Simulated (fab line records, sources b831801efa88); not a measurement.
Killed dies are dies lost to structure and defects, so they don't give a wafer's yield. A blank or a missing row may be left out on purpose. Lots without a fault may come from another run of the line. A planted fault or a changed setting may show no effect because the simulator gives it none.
fab line records | flow gf180mcu
record lots=14 wafers=42 last_day=34
route steps=602 shown STI@1 DNWELL@40 NWELL@52 V1@336 M2@377
lots that met no fault: from a run of the same line without faults
start_h: hours from the record's first day to the start of the lot's first wafer shown | wait_h: hours since the lot's step before | " the same as in the row above | L1.1+2: a row that stands for several wafers | - no value, or no start given | * or withheld: withheld | < > ~ a bound
route shown NAME@n: a module of which the file shows steps, and the number in the route of the first | usual: mean/standard deviation of fault-free wafers | same: alike in all rows | chamber/n: place in a boat | sites: the reading at each site | _std_site: their standard deviation | _edge_site: outer sites' mean less inner sites' | radius_mm: how far each site lies from the wafer's centre | mask NAME#n: copy n | behind: the tool/chamber that last shaped the wafer | hold: why the lot was held/for how many hours/how that ended | device: the transistor (n, p or np) that didn't switch | end of line: the same wafers' tests at the end of the route | a step without rows: its recipe alone | killed: dies lost to structure and defects at the first sort, not the wafer's yield | map: a wafer's dies, x killed, . not, _ none there
set.NAME: the setting as run; set.NAME@STEP: as run at that earlier step | model.NAME: the simulator's own value behind a step, which no gauge read
steps of the route over a sample of lots; a table a step, a row a wafer
services: from which hour (start_h, from the record's first day; less than 0 if before it) a tool's chamber was out of use, for how many hours, and why
## steps
# step GF_STI_BOW_MEAS_00
# recipe mode=bow
# usual INCOMING_BOW=-1/6.6
# columns lot.wafer tool chamber start_h wait_h INCOMING_BOW[um]
L822.1 film_metro-04 - 15.00 - 8
L822.2 " - " " -7
L822.5 " - " " -1
L823.2 film_metro-02 - 20.02 - 11
L823.5 " - " " 4
L823.6 " - " " -9
L827.1 film_metro-01 - 40.00 - -1
L827.2 " - " " 7
L827.5 " - " " 8
L830.4 film_metro-02 - 55.06 - 2
L830.5 " - " " 4
L830.6 " - " " 7
L831.4 film_metro-02 - 60.06 - -8
L831.5 " - " " -3
L831.6 " - " " 0
L834.1 film_metro-01 - 75.00 - 10
L834.2 " - " " 2
L834.3 " - " " 6
L835.2 film_metro-02 - 80.02 - 2
L835.3 " - " " -11
L835.6 " - " " 2
L836.1 film_metro-02 - 85.00 - 3
L836.4 " - " " 13
L836.5 " - " " -3
L837.1 film_metro-02 - 90.00 - 0
L837.5 " - " " 2
L837.6 " - " " 6
L839.1 film_metro-02 - 100.00 - -7
L839.2 " - " " -18
L839.6 " - " " -4
L840.4 film_metro-04 - 105.06 - -7
L840.5 " - " " -7
L840.6 " - " " 5
L841.1 film_metro-02 - 110.00 - 4
L841.3 " - " " -14
L841.6 " - " " 1
L842.2 film_metro-01 - 115.02 - 8
L842.3 " - " " 14
L842.5 " - " " 2
L844.2 film_metro-04 - 125.02 - -9
L844.3 " - " " -9
L844.6 " - " " -2
# step GF_DNWELL_STRIP_08
# recipe chemistry=O2/N2 power_w=1400 pressure_mtorr=1500 platen_temp_c=250 o2_flow_sccm=3000 n2_flow_sccm=300 overash_fraction=0.5
# usual chamber_pressure_mTorr=1500.0/1.6 drypump_motor_current_A=5.49/0.29 heater_power_w=322/38 oes_product_au=0.722/0.005 strip_time_to_endpoint_s=36.95/0.1
# columns lot.wafer tool chamber start_h wait_h chamber_pressure_mTorr drypump_motor_current_A heater_power_w oes_product_au rf_hours_counter_h strip_time_to_endpoint_s
L822.1 plasma_asher-04 1 47.98 0.1 1501.7 4.86 329 0.720 40 36.91
L822.2 " 0 " " 1499.7 5.43 291 0.732 40 36.98
L822.5 " 0 " " 1498.4 5.43 292 0.718 - 36.98
L823.2 plasma_asher-01 1 52.53 0.1 1499.3 5.98 372 0.730 41 36.92
L823.5 " 1 " " 1501.5 5.99 376 0.722 - 36.98
L823.6 " 0 " " 1502.1 5.47 382 0.725 - 36.97
L827.1 plasma_asher-01 1 73.92 0.1 1499.4 5.97 371 0.724 43 37.05
L827.2 " 0 " " 1501.8 5.47 378 0.719 43 36.99
L827.5 " 1 " " 1500.8 5.97 371 0.719 - 36.97
L830.4 plasma_asher-04 0 90.52 0.1 - - - - - -
L830.5 " 1 " " - - - - - -
L830.6 " 0 " " - - - - - -
L831.4 plasma_asher-02 1 94.57 0.1 - - - - - -
L831.5 " 1 " " - - - - - -
L831.6 " 0 " " - - - - - -
L834.1 plasma_asher-02 1 112.43 0.1 1497.3 5.55 308 0.716 46 37.12
L834.2 " 0 " " 1494.7 5.51 278 0.720 46 37.01
L834.3 " 0 " " 1499.6 5.51 281 0.731 - 36.98
L835.2 plasma_asher-02 0 119.63 0.1 1498.3 5.51 280 0.729 47 36.94
L835.3 " 0 " " 1497.8 5.51 288 0.725 - 37.06
L835.6 " 0 " " 1499.8 5.50 276 0.725 - 37.02
L836.1 plasma_asher-01 1 125.17 0.1 1498.9 5.97 375 0.728 50 36.92
L836.4 " 0 " " 1498.0 5.48 379 0.721 - 36.94
L836.5 " 1 " " 1502.0 5.99 378 0.718 - 36.95
L837.1 plasma_asher-01 0 127.88 0.1 1499.4 5.52 388 0.717 50 36.79
L837.5 " 0 " " 1500.2 5.48 382 0.725 - 36.71
L837.6 " 1 " " 1499.2 5.93 370 0.722 - 36.77
L839.1 plasma_asher-01 0 140.43 0.1 1500.2 5.49 373 0.725 52 36.96
L839.2 " 1 " " 1501.7 5.96 372 0.726 52 36.87
L839.6 " 1 " " 1500.2 5.96 375 0.734 - 36.98
L840.4 plasma_asher-02 1 144.70 0.1 1497.7 5.59 304 0.714 - 36.77
L840.5 " 1 " " 1499.4 5.56 307 0.708 - 36.74
L840.6 " 0 " " 1497.1 5.52 275 0.720 - 36.84
L841.1 plasma_asher-04 0 149.78 0.1 1502.8 5.41 285 0.722 2 36.99
L841.3 " 1 " " 1501.3 4.87 322 0.729 - 36.99
L841.6 " 1 " " 1499.3 4.88 323 0.716 - 37.08
L842.2 plasma_asher-02 1 153.83 0.1 1500.0 5.52 304 0.723 51 36.89
L842.3 " 1 " " 1500.8 5.54 296 0.726 - 36.85
L842.5 " 1 " " 1500.3 5.49 303 0.726 - 36.91
L844.2 plasma_asher-01 0 165.73 0.1 1501.1 5.50 383 0.733 54 36.94
L844.3 " 0 " " 1497.4 5.48 382 0.720 - 37.00
L844.6 " 1 " " 1500.8 5.96 373 0.715 - 36.89
# step GF_NWELL_STRIP_10
# recipe chemistry=O2/N2 power_w=1400 pressure_mtorr=1500 platen_temp_c=250 o2_flow_sccm=3000 n2_flow_sccm=300 overash_fraction=0.5
# usual chamber_pressure_mTorr=1500.0/1.4 drypump_motor_current_A=5.8/0.48 heater_power_w=357/31 oes_product_au=0.722/0.0046 strip_time_to_endpoint_s=36.96/0.082
# columns lot.wafer tool chamber start_h wait_h chamber_pressure_mTorr drypump_motor_current_A heater_power_w oes_product_au rf_hours_counter_h strip_time_to_endpoint_s
L822.1 plasma_asher-01 1 61.51 0.1 1497.3 5.9 367 0.722 42 37.03
L822.2 " 0 " " 1500.4 5.5 369 0.718 42 37.09
L822.5 " 0 " " 1497.6 5.5 375 0.726 - 37.09
L823.2 plasma_asher-03 0 66.37 0.1 1499.1 6.4 385 0.722 23 36.98
L823.5 " 0 " " 1498.7 6.4 390 0.723 - 36.96
L823.6 " 1 " " 1500.2 6.3 335 0.724 - 37.05
L827.1 plasma_asher-01 0 87.41 0.1 1500.5 5.5 372 0.723 45 36.91
L827.2 " 1 " " 1500.3 6.0 359 0.715 45 36.93
L827.5 " 0 " " 1499.0 5.5 378 0.721 - 36.90
L830.4 plasma_asher-03 0 105.40 0.1 1499.7 6.4 381 0.737 - 81.28
L830.5 " 1 " " 1501.7 6.3 331 0.736 - 81.11
L830.6 " 0 " " 1498.5 6.4 388 0.745 - 81.02
L831.4 plasma_asher-01 1 109.55 0.1 1499.4 5.9 370 0.739 - 81.17
L831.5 " 0 " " 1501.0 5.4 386 0.747 - 81.13
L831.6 " 1 " " 1500.2 6.0 370 0.735 - 80.81
L834.1 plasma_asher-03 0 127.61 0.1 1500.0 6.4 391 0.726 30 36.95
L834.2 " 1 " " 1500.4 6.4 323 0.728 30 36.93
L834.3 " 0 " " 1501.4 6.4 385 0.729 - 37.05
L835.2 plasma_asher-04 1 135.36 0.1 1499.7 4.9 327 0.714 1 36.91
L835.3 " 0 " " 1499.3 5.4 290 0.728 - 36.80
L835.6 " 0 " " 1500.8 5.4 281 0.720 - 37.03
L836.1 plasma_asher-03 0 140.97 0.1 1503.9 6.4 391 0.718 32 37.01
L836.4 " 1 " " 1501.1 6.3 336 0.716 - 37.00
L836.5 " 0 " " 1496.1 6.4 385 0.716 - 36.96
L837.1 plasma_asher-04 0 144.47 0.1 1501.9 5.4 290 0.731 1 36.92
L837.5 " 0 " " 1499.9 5.4 284 0.723 - 37.05
L837.6 " 1 " " 1501.2 4.9 328 0.729 - 37.12
L839.1 plasma_asher-03 0 156.96 0.1 1501.7 6.4 386 0.723 34 36.96
L839.2 " 1 " " 1501.2 6.3 323 0.716 34 37.02
L839.6 " 1 " " 1501.1 6.4 316 0.720 - 37.01
L840.4 plasma_asher-01 1 160.64 0.1 1503.3 6.0 361 0.724 - 36.91
L840.5 " 1 " " 1497.5 6.0 359 0.719 - 36.90
L840.6 " 0 " " 1500.6 5.5 378 0.718 - 37.04
L841.1 plasma_asher-04 1 166.27 0.1 1497.5 4.9 328 0.718 4 36.95
L841.3 " 1 " " 1499.8 4.9 326 0.723 - 36.88
L841.6 " 1 " " 1499.8 4.9 325 0.725 - 36.84
L842.2 plasma_asher-01 0 171.47 0.1 1501.7 5.5 374 0.723 54 37.15
L842.3 " 0 " " 1500.1 5.5 390 0.725 - 37.09
L842.5 " 1 " " 1502.1 6.0 370 0.715 - 37.13
L844.2 plasma_asher-03 1 183.02 0.1 1501.3 6.3 334 0.729 36 36.89
L844.3 " 0 " " 1497.1 6.5 387 0.720 - 36.95
L844.6 " 1 " " 1499.2 6.3 326 0.724 - 36.90
# step GF_NWELL_TW_MEAS_11
# usual NWELL_TW=1580/7.5
# columns lot.wafer tool chamber start_h wait_h NWELL_TW
L822.1 film_metro-03 - 61.61 0.1 1575
L822.2 " - " " 1570
L822.5 " - " " 1576
L823.2 film_metro-03 - 66.48 0.1 1569
L823.5 " - " " 1577
L823.6 " - " " 1585
L827.1 film_metro-03 - 87.51 0.1 1582
L827.2 " - " " 1573
L827.5 " - " " 1578
L830.4 film_metro-04 - 105.50 0.1 30
L830.5 " - " " 30
L830.6 " - " " 30
L831.4 film_metro-03 - 109.65 0.1 30
L831.5 " - " " 30
L831.6 " - " " 30
L834.1 film_metro-01 - 127.71 0.1 1589
L834.2 " - " " 1586
L834.3 " - " " 1585
L835.2 film_metro-04 - 135.47 0.1 1581
L835.3 " - " " 1574
L835.6 " - " " 1589
L836.1 film_metro-01 - 141.07 0.1 1583
L836.4 " - " " 1594
L836.5 " - " " 1587
L837.1 film_metro-03 - 144.57 0.1 1580
L837.5 " - " " 1588
L837.6 " - " " 1587
L839.1 film_metro-01 - 157.06 0.1 1582
L839.2 " - " " 1582
L839.6 " - " " 1585
L840.4 film_metro-01 - 160.74 0.1 1582
L840.5 " - " " 1580
L840.6 " - " " 1576
L841.1 film_metro-01 - 166.37 0.1 1574
L841.3 " - " " 1576
L841.6 " - " " 1571
L842.2 film_metro-03 - 171.58 0.1 1580
L842.3 " - " " 1591
L842.5 " - " " 1583
L844.2 film_metro-03 - 183.13 0.1 1591
L844.3 " - " " 1577
L844.6 " - " " 1581
# step GF_V1_THK_MEAS_01
# recipe reads=SiO2_of_V1_CVD_00
# usual V1_CVD_00_THK=602/6.9
# columns lot.wafer tool chamber start_h wait_h V1_CVD_00_THK[nm]
L822.1 film_metro-02 - 407.12 0.0 610
L822.2 " - " " 601
L822.5 " - " " 609
L823.2 film_metro-04 - 411.30 0.0 617
L823.5 " - " " 603
L823.6 " - " " 612
L827.1 film_metro-02 - 449.56 0.0 607
L827.2 " - " " 591
L827.5 " - " " 602
L830.4 film_metro-02 - 478.95 0.0 602
L830.5 " - " " 599
L830.6 " - " " 607
L831.4 film_metro-01 - 490.06 0.0 610
L831.5 " - " " 599
L831.6 " - " " 615
L834.1 film_metro-02 - 516.10 0.0 601
L834.2 " - " " 602
L834.3 " - " " 601
L835.2 film_metro-02 - 523.98 0.0 585
L835.3 " - " " 596
L835.6 " - " " 593
L836.1 film_metro-01 - 528.56 0.0 592
L836.4 " - " " 598
L836.5 " - " " 604
L837.1 film_metro-02 - 538.65 0.0 592
L837.5 " - " " 597
L837.6 " - " " 606
L839.1 film_metro-01 - 557.28 0.0 597
L839.2 " - " " 600
L839.6 " - " " 598
L840.4 film_metro-01 - 561.36 0.0 589
L840.5 " - " " 592
L840.6 " - " " 596
L841.1 film_metro-01 - 568.47 0.0 610
L841.3 " - " " 593
L841.6 " - " " 605
L842.2 film_metro-02 - 580.33 0.0 595
L842.3 " - " " 605
L842.5 " - " " 597
L844.2 film_metro-01 - 588.39 0.0 599
L844.3 " - " " 607
L844.6 " - " " 608
# step GF_M2_OVL_MEAS_15
# usual M2_OVL=-5/5
# columns lot.wafer tool chamber start_h wait_h M2_OVL[nm]
L822.1 overlay-01 - 458.09 0.1 -2
L822.2 " - " " -6
L822.5 " - " " -4
L823.2 overlay-02 - 462.12 0.1 -5
L823.5 " - " " -9
L823.6 " - " " -10
L827.1 overlay-02 - 499.48 0.1 -10
L827.2 " - " " -15
L827.5 " - " " -7
L830.4 overlay-02 - 529.35 0.1 -1
L830.5 " - " " -1
L830.6 " - " " 1
L831.4 overlay-02 - 539.66 0.1 -4
L831.5 " - " " -6
L831.6 " - " " -4
L834.1 overlay-02 - 563.74 0.1 -5
L834.2 " - " " 1
L834.3 " - " " -3
L835.2 overlay-02 - 571.60 0.1 2
L835.3 " - " " 4
L835.6 " - " " 0
L836.1 overlay-02 - 576.38 0.1 -11
L836.4 " - " " -7
L836.5 " - " " -1
L837.1 overlay-01 - 585.94 0.1 -7
L837.5 " - " " -8
L837.6 " - " " -11
L839.1 overlay-02 - 602.80 0.1 8
L839.2 " - " " 8
L839.6 " - " " 11
L840.4 overlay-02 - 606.26 0.1 -9
L840.5 " - " " -8
L840.6 " - " " -11
L841.1 overlay-02 - 613.71 0.1 -9
L841.3 " - " " -8
L841.6 " - " " -13
L842.2 overlay-02 - 624.59 0.1 -8
L842.3 " - " " -10
L842.5 " - " " -9
L844.2 overlay-02 - 632.55 0.1 -4
L844.3 " - " " -7
L844.6 " - " " -6
## services
# columns tool chamber start_h hours kind
plasma_asher-04 - 70.71 0.7 repair
plasma_asher-04 - 96.98 24.5 repair
plasma_asher-04 - 121.50 9.0 pm
plasma_asher-04 0 121.50 9.0 vent_cycle
plasma_asher-04 1 121.50 9.0 vent_cycle
plasma_asher-04 0 130.50 - clean
plasma_asher-04 1 130.50 - clean
plasma_asher-01 - 144.32 3.7 repair
plasma_asher-01 - 181.84 1.1 repair
## key
first_sign step=GF_DNWELL_STRIP_08 reading=tool_record direction=missing
effect step=GF_NWELL_STRIP_10 reading=strip_time_to_endpoint_s direction=up sigmas=99+ usual=* struck=*
effect step=GF_NWELL_TW_MEAS_11 reading=NWELL_TW direction=down sigmas=99+ usual=1580 struck=30
met_at GF_DNWELL_STRIP_08
struck_lots L830,L831
sort_left_out L830.4,L830.5,L830.6,L831.4,L831.5,L831.6
tester_left_out L830,L831
not_acting_at GF_STI_BOW_MEAS_00,GF_V1_THK_MEAS_01,GF_M2_OVL_MEAS_15
onset_between 47.98 90.52
fault kind=skipped_step_whole tool=plasma_asher-02,plasma_asher-04 chamber=- onset_h=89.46 steps=GF_DNWELL_STRIP_08 scope=struck_lots_only
# tester_left_out: of these lots the tester's yield and bins aren't shown, on N5 and GAA mostly nor the transistor test; their killed dies are dies lost to structure and defects alone, not to doping, threshold or leakage, so they don't give the yield
# sort_left_out: the simulated sort isn't trusted on such a fault, so these wafers' sort isn't shown, and their yield isn't known
